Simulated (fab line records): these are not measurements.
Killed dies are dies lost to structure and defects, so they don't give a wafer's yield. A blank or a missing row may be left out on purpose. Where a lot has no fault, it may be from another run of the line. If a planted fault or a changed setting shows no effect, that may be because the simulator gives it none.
fab line records / flow gf180mcu
record: lots: 10 wafers: 30 last_day: 34
route steps=602 shown POLY_GATE@157 V1@351 MIM@503
lots untouched by any fault: they come from a run of this same line in which no faults occurred
start_h: hours from the record's opening day to when the first of the lot's shown wafers began / wait_h: hours from the lot's prior step to this one / " unchanged from the row above / L1.1+2: one row covering several wafers at once / - no value, or no start was given / * or withheld: withheld / < > ~ a bound
route shown NAME@n: names a module that has steps shown in the file, with the first one's number in the route / usual: mean and standard deviation over wafers with no fault / same: alike in all rows / chamber/n: place in a boat / sites: each site's reading / _std_site: the standard deviation of these / _edge_site: the outer-site mean with the inner-site mean subtracted / radius_mm: how far each site lies from the wafer's centre / mask NAME#n: copy n / behind: the tool/chamber that last shaped the wafer / hold: the reason the lot was held/the length of the hold in hours/how it ended / device: whichever transistor did not switch (one of n, p or np) / end of line: the tests these same wafers got at the end of their route / step lacking rows: just its recipe / killed: dies that structure and defects cost at the first sort, which is not the same as the wafer's yield / map: a wafer's dies, x killed, . not, _ none there
set.NAME: the run value of the setting; set.NAME@STEP: its run value at that earlier step / model.NAME: the simulator's own value behind a step, which no gauge read
route steps across a sampled set of lots; one table per step, one row per wafer
services: when a tool's chamber went out of use (start_h, in hours from the record's first day, below 0 if earlier), for how many hours, and the reason
== steps ==
step: GF_POLY_GATE_CVD_00
recipe: material: poly-Si target_thk_nm: 200 temp_c: 620 time_s: 1200 pressure_mtorr: 200
lot.wafer=L793.2+4+6 tool=lpcvd-02 chamber=0 start_h=182.55 wait_h=0.2
lot.wafer=L794.3+4+5 tool=lpcvd-01 chamber=1 start_h=185.79 wait_h=0.0
lot.wafer=L795.1+2+3 tool=lpcvd-01 chamber=0 start_h=191.80 wait_h=0.0
lot.wafer=L796.1+4+6 tool=lpcvd-02 chamber=1 start_h=202.86 wait_h=0.0
lot.wafer=L800.1+3+4 tool=lpcvd-01 chamber=1 start_h=226.06 wait_h=0.0
lot.wafer=L802.1+3+5 tool=lpcvd-02 chamber=0 start_h=241.00 wait_h=0.0
lot.wafer=L808.1+3+5 tool=lpcvd-01 chamber=0 start_h=282.93 wait_h=0.0
lot.wafer=L809.2+4+6 tool=lpcvd-01 chamber=0 start_h=285.73 wait_h=0.0
lot.wafer=L812.4+5+6 tool=lpcvd-01 chamber=1 start_h=310.41 wait_h=0.0
lot.wafer=L814.1+2+4 tool=lpcvd-01 chamber=1 start_h=322.31 wait_h=0.0
step: GF_POLY_GATE_THK_MEAS_01
recipe: reads: poly-Si_of_POLY_GATE_CVD_00
usual: POLY_GATE_CVD_00_THK: 200.4/1.6
lot.wafer=L793.2 tool=film_metro-04 chamber=- start_h=183.90 wait_h=0.0 POLY_GATE_CVD_00_THK[nm]=200.9
lot.wafer=L793.4 tool=film_metro-04 chamber=- start_h=183.90 wait_h=0.0 POLY_GATE_CVD_00_THK[nm]=202.4
lot.wafer=L793.6 tool=film_metro-04 chamber=- start_h=183.90 wait_h=0.0 POLY_GATE_CVD_00_THK[nm]=202.8
lot.wafer=L794.3 tool=film_metro-02 chamber=- start_h=187.14 wait_h=0.0 POLY_GATE_CVD_00_THK[nm]=201.5
lot.wafer=L794.4 tool=film_metro-02 chamber=- start_h=187.14 wait_h=0.0 POLY_GATE_CVD_00_THK[nm]=201.7
lot.wafer=L794.5 tool=film_metro-02 chamber=- start_h=187.14 wait_h=0.0 POLY_GATE_CVD_00_THK[nm]=200.4
lot.wafer=L795.1 tool=film_metro-04 chamber=- start_h=193.13 wait_h=0.0 POLY_GATE_CVD_00_THK[nm]=201.6
lot.wafer=L795.2 tool=film_metro-04 chamber=- start_h=193.13 wait_h=0.0 POLY_GATE_CVD_00_THK[nm]=202.3
lot.wafer=L795.3 tool=film_metro-04 chamber=- start_h=193.13 wait_h=0.0 POLY_GATE_CVD_00_THK[nm]=201.8
lot.wafer=L796.1 tool=film_metro-01 chamber=- start_h=204.19 wait_h=0.0 POLY_GATE_CVD_00_THK[nm]=201.3
lot.wafer=L796.4 tool=film_metro-01 chamber=- start_h=204.19 wait_h=0.0 POLY_GATE_CVD_00_THK[nm]=199.7
lot.wafer=L796.6 tool=film_metro-01 chamber=- start_h=204.19 wait_h=0.0 POLY_GATE_CVD_00_THK[nm]=200.2
lot.wafer=L800.1 tool=film_metro-02 chamber=- start_h=227.39 wait_h=0.0 POLY_GATE_CVD_00_THK[nm]=200.7
lot.wafer=L800.3 tool=film_metro-02 chamber=- start_h=227.39 wait_h=0.0 POLY_GATE_CVD_00_THK[nm]=199.4
lot.wafer=L800.4 tool=film_metro-02 chamber=- start_h=227.39 wait_h=0.0 POLY_GATE_CVD_00_THK[nm]=201.8
lot.wafer=L802.1 tool=film_metro-01 chamber=- start_h=242.33 wait_h=0.0 POLY_GATE_CVD_00_THK[nm]=197.6
lot.wafer=L802.3 tool=film_metro-01 chamber=- start_h=242.33 wait_h=0.0 POLY_GATE_CVD_00_THK[nm]=196.2
lot.wafer=L802.5 tool=film_metro-01 chamber=- start_h=242.33 wait_h=0.0 POLY_GATE_CVD_00_THK[nm]=194.5
lot.wafer=L808.1 tool=film_metro-02 chamber=- start_h=284.26 wait_h=0.0 POLY_GATE_CVD_00_THK[nm]=200.5
lot.wafer=L808.3 tool=film_metro-02 chamber=- start_h=284.26 wait_h=0.0 POLY_GATE_CVD_00_THK[nm]=201.1
lot.wafer=L808.5 tool=film_metro-02 chamber=- start_h=284.26 wait_h=0.0 POLY_GATE_CVD_00_THK[nm]=200.4
lot.wafer=L809.2 tool=film_metro-04 chamber=- start_h=287.07 wait_h=0.0 POLY_GATE_CVD_00_THK[nm]=198.1
lot.wafer=L809.4 tool=film_metro-04 chamber=- start_h=287.07 wait_h=0.0 POLY_GATE_CVD_00_THK[nm]=198.5
lot.wafer=L809.6 tool=film_metro-04 chamber=- start_h=287.07 wait_h=0.0 POLY_GATE_CVD_00_THK[nm]=198.6
lot.wafer=L812.4 tool=film_metro-01 chamber=- start_h=311.77 wait_h=0.0 POLY_GATE_CVD_00_THK[nm]=196.0
lot.wafer=L812.5 tool=film_metro-01 chamber=- start_h=311.77 wait_h=0.0 POLY_GATE_CVD_00_THK[nm]=196.8
lot.wafer=L812.6 tool=film_metro-01 chamber=- start_h=311.77 wait_h=0.0 POLY_GATE_CVD_00_THK[nm]=198.3
lot.wafer=L814.1 tool=film_metro-04 chamber=- start_h=324.31 wait_h=0.0 POLY_GATE_CVD_00_THK[nm]=201.7
lot.wafer=L814.2 tool=film_metro-04 chamber=- start_h=324.31 wait_h=0.0 POLY_GATE_CVD_00_THK[nm]=200.5
lot.wafer=L814.4 tool=film_metro-04 chamber=- start_h=324.31 wait_h=0.0 POLY_GATE_CVD_00_THK[nm]=200.3
step: GF_POLY_GATE_STRIP_14
recipe: chemistry: O2/N2 power_w: 1400 pressure_mtorr: 1500 platen_temp_c: 250 o2_flow_sccm: 3000 n2_flow_sccm: 300 overash_fraction: 0.5
usual: drypump_motor_current_A: 5.9/0.42 heater_power_w: 325/29 oes_product_au: 0.505/0.0049
lot.wafer=L793.2 tool=plasma_asher-03 chamber=1 start_h=201.04 wait_h=0.0 drypump_motor_current_A=6.2 heater_power_w=356 oes_product_au=0.504 rf_hours_counter_h=8
lot.wafer=L793.4 tool=plasma_asher-03 chamber=1 start_h=201.04 wait_h=0.0 drypump_motor_current_A=6.2 heater_power_w=353 oes_product_au=0.507 rf_hours_counter_h=-
lot.wafer=L793.6 tool=plasma_asher-03 chamber=1 start_h=201.04 wait_h=0.0 drypump_motor_current_A=6.2 heater_power_w=349 oes_product_au=0.507 rf_hours_counter_h=-
lot.wafer=L794.3 tool=plasma_asher-01 chamber=0 start_h=203.77 wait_h=0.1 drypump_motor_current_A=5.4 heater_power_w=356 oes_product_au=0.505 rf_hours_counter_h=-
lot.wafer=L794.4 tool=plasma_asher-01 chamber=1 start_h=203.77 wait_h=0.1 drypump_motor_current_A=5.8 heater_power_w=322 oes_product_au=0.503 rf_hours_counter_h=-
lot.wafer=L794.5 tool=plasma_asher-01 chamber=0 start_h=203.77 wait_h=0.1 drypump_motor_current_A=5.5 heater_power_w=357 oes_product_au=0.506 rf_hours_counter_h=-
lot.wafer=L795.1 tool=plasma_asher-01 chamber=1 start_h=209.79 wait_h=0.0 drypump_motor_current_A=5.8 heater_power_w=318 oes_product_au=0.505 rf_hours_counter_h=45
lot.wafer=L795.2 tool=plasma_asher-01 chamber=0 start_h=209.79 wait_h=0.0 drypump_motor_current_A=5.5 heater_power_w=360 oes_product_au=0.497 rf_hours_counter_h=45
lot.wafer=L795.3 tool=plasma_asher-01 chamber=1 start_h=209.79 wait_h=0.0 drypump_motor_current_A=5.8 heater_power_w=318 oes_product_au=0.506 rf_hours_counter_h=-
lot.wafer=L796.1 tool=plasma_asher-02 chamber=1 start_h=220.95 wait_h=0.0 drypump_motor_current_A=5.3 heater_power_w=319 oes_product_au=0.509 rf_hours_counter_h=54
lot.wafer=L796.4 tool=plasma_asher-02 chamber=1 start_h=220.95 wait_h=0.0 drypump_motor_current_A=5.3 heater_power_w=330 oes_product_au=0.499 rf_hours_counter_h=-
lot.wafer=L796.6 tool=plasma_asher-02 chamber=0 start_h=220.95 wait_h=0.0 drypump_motor_current_A=6.4 heater_power_w=347 oes_product_au=0.506 rf_hours_counter_h=-
lot.wafer=L800.1 tool=plasma_asher-03 chamber=1 start_h=245.94 wait_h=0.0 drypump_motor_current_A=6.2 heater_power_w=346 oes_product_au=0.504 rf_hours_counter_h=10
lot.wafer=L800.3 tool=plasma_asher-03 chamber=0 start_h=245.94 wait_h=0.0 drypump_motor_current_A=6.0 heater_power_w=264 oes_product_au=0.503 rf_hours_counter_h=-
lot.wafer=L800.4 tool=plasma_asher-03 chamber=1 start_h=245.94 wait_h=0.0 drypump_motor_current_A=6.2 heater_power_w=358 oes_product_au=0.498 rf_hours_counter_h=-
lot.wafer=L802.1 tool=plasma_asher-01 chamber=0 start_h=261.15 wait_h=0.0 drypump_motor_current_A=5.5 heater_power_w=359 oes_product_au=0.505 rf_hours_counter_h=51
lot.wafer=L802.3 tool=plasma_asher-01 chamber=0 start_h=261.15 wait_h=0.0 drypump_motor_current_A=5.5 heater_power_w=354 oes_product_au=0.506 rf_hours_counter_h=-
lot.wafer=L802.5 tool=plasma_asher-01 chamber=0 start_h=261.15 wait_h=0.0 drypump_motor_current_A=5.5 heater_power_w=351 oes_product_au=0.511 rf_hours_counter_h=-
lot.wafer=L808.1 tool=plasma_asher-02 chamber=0 start_h=304.85 wait_h=0.0 drypump_motor_current_A=6.4 heater_power_w=337 oes_product_au=0.504 rf_hours_counter_h=64
lot.wafer=L808.3 tool=plasma_asher-02 chamber=1 start_h=304.85 wait_h=0.0 drypump_motor_current_A=5.3 heater_power_w=312 oes_product_au=0.496 rf_hours_counter_h=-
lot.wafer=L808.5 tool=plasma_asher-02 chamber=0 start_h=304.85 wait_h=0.0 drypump_motor_current_A=6.4 heater_power_w=333 oes_product_au=0.501 rf_hours_counter_h=-
lot.wafer=L809.2 tool=plasma_asher-03 chamber=0 start_h=307.69 wait_h=0.0 drypump_motor_current_A=6.0 heater_power_w=262 oes_product_au=0.505 rf_hours_counter_h=16
lot.wafer=L809.4 tool=plasma_asher-03 chamber=0 start_h=307.69 wait_h=0.0 drypump_motor_current_A=6.0 heater_power_w=264 oes_product_au=0.506 rf_hours_counter_h=-
lot.wafer=L809.6 tool=plasma_asher-03 chamber=1 start_h=307.69 wait_h=0.0 drypump_motor_current_A=6.2 heater_power_w=355 oes_product_au=0.504 rf_hours_counter_h=-
lot.wafer=L812.4 tool=plasma_asher-03 chamber=1 start_h=332.97 wait_h=0.1 drypump_motor_current_A=6.2 heater_power_w=354 oes_product_au=0.505 rf_hours_counter_h=-
lot.wafer=L812.5 tool=plasma_asher-03 chamber=0 start_h=332.97 wait_h=0.1 drypump_motor_current_A=6.0 heater_power_w=256 oes_product_au=0.506 rf_hours_counter_h=-
lot.wafer=L812.6 tool=plasma_asher-03 chamber=1 start_h=332.97 wait_h=0.1 drypump_motor_current_A=6.2 heater_power_w=356 oes_product_au=0.505 rf_hours_counter_h=-
lot.wafer=L814.1 tool=plasma_asher-03 chamber=1 start_h=345.34 wait_h=0.0 drypump_motor_current_A=6.2 heater_power_w=357 oes_product_au=0.499 rf_hours_counter_h=20
lot.wafer=L814.2 tool=plasma_asher-03 chamber=0 start_h=345.34 wait_h=0.0 drypump_motor_current_A=6.0 heater_power_w=267 oes_product_au=0.499 rf_hours_counter_h=20
lot.wafer=L814.4 tool=plasma_asher-03 chamber=0 start_h=345.34 wait_h=0.0 drypump_motor_current_A=6.0 heater_power_w=263 oes_product_au=0.502 rf_hours_counter_h=-
step: GF_V1_ETCH_16
recipe: chemistry: N2/H2 target_depth_a: withheld overetch_a: withheld time_s: withheld target: BARC ion_energy_ev: 200 source_w: 500 bias_w: 100 pressure_mtorr: 30 n2_flow_sccm: 100 h2_flow_sccm: 200
usual: bias_w: 100.0/0.31 drypump_motor_current_A: 5.8/0.43 oes_product_au: 0.854/0.0044 throttle_valve_pct: 13.224/0.009
lot.wafer=L793.2 tool=rie_diel-03 chamber=2 start_h=416.39 wait_h=0.0 bias_w=99.7 drypump_motor_current_A=5.6 oes_product_au=0.854 throttle_valve_pct=13.217
lot.wafer=L793.4 tool=rie_diel-03 chamber=0 start_h=416.39 wait_h=0.0 bias_w=100.0 drypump_motor_current_A=5.9 oes_product_au=0.860 throttle_valve_pct=13.214
lot.wafer=L793.6 tool=rie_diel-03 chamber=2 start_h=416.39 wait_h=0.0 bias_w=98.9 drypump_motor_current_A=5.5 oes_product_au=0.856 throttle_valve_pct=13.239
lot.wafer=L794.3 tool=rie_diel-01 chamber=2 start_h=417.79 wait_h=0.0 bias_w=99.9 drypump_motor_current_A=5.7 oes_product_au=0.854 throttle_valve_pct=13.227
lot.wafer=L794.4 tool=rie_diel-01 chamber=3 start_h=417.79 wait_h=0.0 bias_w=99.7 drypump_motor_current_A=5.4 oes_product_au=0.857 throttle_valve_pct=13.223
lot.wafer=L794.5 tool=rie_diel-01 chamber=2 start_h=417.79 wait_h=0.0 bias_w=100.6 drypump_motor_current_A=5.7 oes_product_au=0.848 throttle_valve_pct=13.222
lot.wafer=L795.1 tool=rie_diel-04 chamber=1 start_h=427.43 wait_h=0.0 bias_w=100.5 drypump_motor_current_A=5.8 oes_product_au=0.851 throttle_valve_pct=13.235
lot.wafer=L795.2 tool=rie_diel-04 chamber=3 start_h=427.43 wait_h=0.0 bias_w=100.1 drypump_motor_current_A=6.0 oes_product_au=0.856 throttle_valve_pct=13.232
lot.wafer=L795.3 tool=rie_diel-04 chamber=0 start_h=427.43 wait_h=0.0 bias_w=99.6 drypump_motor_current_A=5.6 oes_product_au=0.849 throttle_valve_pct=13.228
lot.wafer=L796.1 tool=rie_diel-04 chamber=2 start_h=438.23 wait_h=0.0 bias_w=99.9 drypump_motor_current_A=6.8 oes_product_au=0.854 throttle_valve_pct=13.229
lot.wafer=L796.4 tool=rie_diel-04 chamber=3 start_h=438.23 wait_h=0.0 bias_w=99.9 drypump_motor_current_A=6.0 oes_product_au=0.851 throttle_valve_pct=13.201
lot.wafer=L796.6 tool=rie_diel-04 chamber=3 start_h=438.23 wait_h=0.0 bias_w=100.0 drypump_motor_current_A=6.0 oes_product_au=0.855 throttle_valve_pct=13.219
lot.wafer=L800.1 tool=rie_diel-01 chamber=3 start_h=472.28 wait_h=0.0 bias_w=100.4 drypump_motor_current_A=5.4 oes_product_au=0.857 throttle_valve_pct=13.224
lot.wafer=L800.3 tool=rie_diel-01 chamber=2 start_h=472.28 wait_h=0.0 bias_w=100.1 drypump_motor_current_A=5.7 oes_product_au=0.849 throttle_valve_pct=13.239
lot.wafer=L800.4 tool=rie_diel-01 chamber=1 start_h=472.28 wait_h=0.0 bias_w=100.0 drypump_motor_current_A=5.7 oes_product_au=0.853 throttle_valve_pct=13.224
lot.wafer=L802.1 tool=rie_diel-03 chamber=0 start_h=492.55 wait_h=0.0 bias_w=99.2 drypump_motor_current_A=5.9 oes_product_au=0.860 throttle_valve_pct=13.216
lot.wafer=L802.3 tool=rie_diel-03 chamber=3 start_h=492.55 wait_h=0.0 bias_w=100.0 drypump_motor_current_A=6.0 oes_product_au=0.852 throttle_valve_pct=13.210
lot.wafer=L802.5 tool=rie_diel-03 chamber=1 start_h=492.55 wait_h=0.0 bias_w=100.5 drypump_motor_current_A=6.4 oes_product_au=0.849 throttle_valve_pct=13.219
lot.wafer=L808.1 tool=rie_diel-03 chamber=3 start_h=542.53 wait_h=0.0 bias_w=100.0 drypump_motor_current_A=5.9 oes_product_au=0.856 throttle_valve_pct=13.212
lot.wafer=L808.3 tool=rie_diel-03 chamber=0 start_h=542.53 wait_h=0.0 bias_w=100.7 drypump_motor_current_A=5.9 oes_product_au=0.851 throttle_valve_pct=13.219
lot.wafer=L808.5 tool=rie_diel-03 chamber=0 start_h=542.53 wait_h=0.0 bias_w=100.2 drypump_motor_current_A=5.9 oes_product_au=0.861 throttle_valve_pct=13.211
lot.wafer=L809.2 tool=rie_diel-01 chamber=3 start_h=545.73 wait_h=0.0 bias_w=99.3 drypump_motor_current_A=5.5 oes_product_au=0.859 throttle_valve_pct=13.221
lot.wafer=L809.4 tool=rie_diel-01 chamber=1 start_h=545.73 wait_h=0.0 bias_w=100.0 drypump_motor_current_A=5.7 oes_product_au=0.854 throttle_valve_pct=13.238
lot.wafer=L809.6 tool=rie_diel-01 chamber=3 start_h=545.73 wait_h=0.0 bias_w=99.9 drypump_motor_current_A=5.4 oes_product_au=0.853 throttle_valve_pct=13.213
lot.wafer=L812.4 tool=rie_diel-04 chamber=3 start_h=573.24 wait_h=0.0 bias_w=100.1 drypump_motor_current_A=6.0 oes_product_au=0.847 throttle_valve_pct=13.218
lot.wafer=L812.5 tool=rie_diel-04 chamber=2 start_h=573.24 wait_h=0.0 bias_w=100.0 drypump_motor_current_A=6.8 oes_product_au=0.857 throttle_valve_pct=13.230
lot.wafer=L812.6 tool=rie_diel-04 chamber=1 start_h=573.24 wait_h=0.0 bias_w=100.2 drypump_motor_current_A=5.8 oes_product_au=0.856 throttle_valve_pct=13.224
lot.wafer=L814.1 tool=rie_diel-01 chamber=2 start_h=586.55 wait_h=0.0 bias_w=100.9 drypump_motor_current_A=5.8 oes_product_au=0.844 throttle_valve_pct=13.237
lot.wafer=L814.2 tool=rie_diel-01 chamber=0 start_h=586.55 wait_h=0.0 bias_w=99.8 drypump_motor_current_A=5.1 oes_product_au=0.844 throttle_valve_pct=13.211
lot.wafer=L814.4 tool=rie_diel-01 chamber=1 start_h=586.55 wait_h=0.0 bias_w=100.3 drypump_motor_current_A=5.6 oes_product_au=0.852 throttle_valve_pct=13.234
step: GF_MIM_SPUTTER_00
recipe: material: Ti target_thk_nm: 37.5 arriving_ion_energy_ev: 80 substrate_temp_c: 200 chamber_pressure_pa: 2 power_w: 4000 time_s: 150
usual: throttle_valve_pct: 29.8/1.2
lot.wafer=L793.2 tool=pvd_sputter-04 chamber=- start_h=567.15 wait_h=0.1 throttle_valve_pct=29.1
lot.wafer=L793.4 tool=pvd_sputter-04 chamber=- start_h=567.15 wait_h=0.1 throttle_valve_pct=29.2
lot.wafer=L793.6 tool=pvd_sputter-04 chamber=- start_h=567.15 wait_h=0.1 throttle_valve_pct=31.1
lot.wafer=L794.3 tool=pvd_sputter-04 chamber=- start_h=569.89 wait_h=0.2 throttle_valve_pct=29.4
lot.wafer=L794.4 tool=pvd_sputter-04 chamber=- start_h=569.89 wait_h=0.2 throttle_valve_pct=31.0
lot.wafer=L794.5 tool=pvd_sputter-04 chamber=- start_h=569.89 wait_h=0.2 throttle_valve_pct=31.5
lot.wafer=L795.1 tool=pvd_sputter-01 chamber=- start_h=577.86 wait_h=0.2 throttle_valve_pct=32.2
lot.wafer=L795.2 tool=pvd_sputter-01 chamber=- start_h=577.86 wait_h=0.2 throttle_valve_pct=29.5
lot.wafer=L795.3 tool=pvd_sputter-01 chamber=- start_h=577.86 wait_h=0.2 throttle_valve_pct=28.1
lot.wafer=L796.1 tool=pvd_sputter-04 chamber=- start_h=587.48 wait_h=0.1 throttle_valve_pct=29.0
lot.wafer=L796.4 tool=pvd_sputter-04 chamber=- start_h=587.48 wait_h=0.1 throttle_valve_pct=31.5
lot.wafer=L796.6 tool=pvd_sputter-04 chamber=- start_h=587.48 wait_h=0.1 throttle_valve_pct=31.0
lot.wafer=L800.1 tool=pvd_sputter-02 chamber=- start_h=616.55 wait_h=0.1 throttle_valve_pct=30.1
lot.wafer=L800.3 tool=pvd_sputter-02 chamber=- start_h=616.55 wait_h=0.1 throttle_valve_pct=31.0
lot.wafer=L800.4 tool=pvd_sputter-02 chamber=- start_h=616.55 wait_h=0.1 throttle_valve_pct=28.9
lot.wafer=L802.1 tool=pvd_sputter-02 chamber=- start_h=633.87 wait_h=0.2 throttle_valve_pct=28.9
lot.wafer=L802.3 tool=pvd_sputter-02 chamber=- start_h=633.87 wait_h=0.2 throttle_valve_pct=28.2
lot.wafer=L802.5 tool=pvd_sputter-02 chamber=- start_h=633.87 wait_h=0.2 throttle_valve_pct=28.7
lot.wafer=L808.1 tool=pvd_sputter-02 chamber=- start_h=677.19 wait_h=0.1 throttle_valve_pct=30.3
lot.wafer=L808.3 tool=pvd_sputter-02 chamber=- start_h=677.19 wait_h=0.1 throttle_valve_pct=29.0
lot.wafer=L808.5 tool=pvd_sputter-02 chamber=- start_h=677.19 wait_h=0.1 throttle_valve_pct=30.9
lot.wafer=L809.2 tool=pvd_sputter-01 chamber=- start_h=680.08 wait_h=0.2 throttle_valve_pct=27.9
lot.wafer=L809.4 tool=pvd_sputter-01 chamber=- start_h=680.08 wait_h=0.2 throttle_valve_pct=29.6
lot.wafer=L809.6 tool=pvd_sputter-01 chamber=- start_h=680.08 wait_h=0.2 throttle_valve_pct=28.2
lot.wafer=L812.4 tool=pvd_sputter-02 chamber=- start_h=705.09 wait_h=0.2 throttle_valve_pct=28.7
lot.wafer=L812.5 tool=pvd_sputter-02 chamber=- start_h=705.09 wait_h=0.2 throttle_valve_pct=28.2
lot.wafer=L812.6 tool=pvd_sputter-02 chamber=- start_h=705.09 wait_h=0.2 throttle_valve_pct=29.1
lot.wafer=L814.1 tool=pvd_sputter-04 chamber=- start_h=715.99 wait_h=0.2 throttle_valve_pct=29.1
lot.wafer=L814.2 tool=pvd_sputter-04 chamber=- start_h=715.99 wait_h=0.2 throttle_valve_pct=31.4
lot.wafer=L814.4 tool=pvd_sputter-04 chamber=- start_h=715.99 wait_h=0.2 throttle_valve_pct=30.7
== services ==
tool=pvd_sputter-04 chamber=- start_h=185.84 hours=26.9 kind=repair
tool=pvd_sputter-02 chamber=- start_h=190.46 hours=2.6 kind=repair
tool=plasma_asher-03 chamber=- start_h=217.84 hours=24.6 kind=repair
tool=pvd_sputter-02 chamber=- start_h=249.82 hours=1.1 kind=repair
tool=rie_diel-01 chamber=- start_h=253.83 hours=14.6 kind=pm
tool=pvd_sputter-02 chamber=- start_h=258.37 hours=1.4 kind=repair
tool=pvd_sputter-04 chamber=- start_h=261.13 hours=1.3 kind=repair
tool=rie_diel-01 chamber=1 start_h=274.48 hours=3.3 kind=repair
tool=pvd_sputter-04 chamber=- start_h=405.41 hours=18.8 kind=repair
tool=pvd_sputter-04 chamber=- start_h=409.96 hours=3.4 kind=repair
tool=rie_diel-01 chamber=1 start_h=488.73 hours=4.1 kind=repair
tool=lpcvd-01 chamber=- start_h=499.20 hours=0.7 kind=repair
tool=lpcvd-01 chamber=- start_h=515.41 hours=0.5 kind=repair
tool=pvd_sputter-04 chamber=- start_h=563.51 hours=2.9 kind=repair
tool=rie_diel-01 chamber=2 start_h=572.74 hours=1.6 kind=repair
tool=rie_diel-01 chamber=- start_h=586.68 hours=4.3 kind=pm
tool=rie_diel-01 chamber=0 start_h=596.26 hours=18.9 kind=repair
tool=rie_diel-01 chamber=2 start_h=611.98 hours=9.6 kind=repair
tool=plasma_asher-03 chamber=- start_h=619.54 hours=58.6 kind=pm
tool=lpcvd-01 chamber=- start_h=622.81 hours=0.5 kind=repair
tool=lpcvd-01 chamber=- start_h=636.82 hours=1.3 kind=repair
tool=pvd_sputter-02 chamber=- start_h=638.82 hours=0.6 kind=repair
tool=pvd_sputter-02 chamber=- start_h=680.23 hours=3.1 kind=repair
tool=plasma_asher-03 chamber=- start_h=700.43 hours=0.9 kind=repair
== key ==
first_sign: step: GF_POLY_GATE_THK_MEAS_01 reading: POLY_GATE_CVD_00_THK direction: down sigmas: 2.7 usual: 200.4 struck: 196.1
effect none on later readings
met_at GF_POLY_GATE_CVD_00
struck_lots L802
tester_left_out L802
not_acting_at GF_POLY_GATE_STRIP_14,GF_V1_ETCH_16,GF_MIM_SPUTTER_00
onset_between 202.86 241.00
fault: kind: site_profile_drift tool: lpcvd-02 chamber: - onset_h: 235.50 steps: GF_POLY_GATE_CVD_00 basis: fraction max_abs_drift: 0.045958 slope_share_per_hr: 22.979 site_pattern: 0,0,0,0,0,-1,-1,-1,-1
tester_left_out: of these lots the tester's yield and bins aren't shown, on N5 and GAA mostly nor the transistor test; their killed dies are dies lost to structure and defects alone, not to doping, threshold or leakage, so they don't give the yield
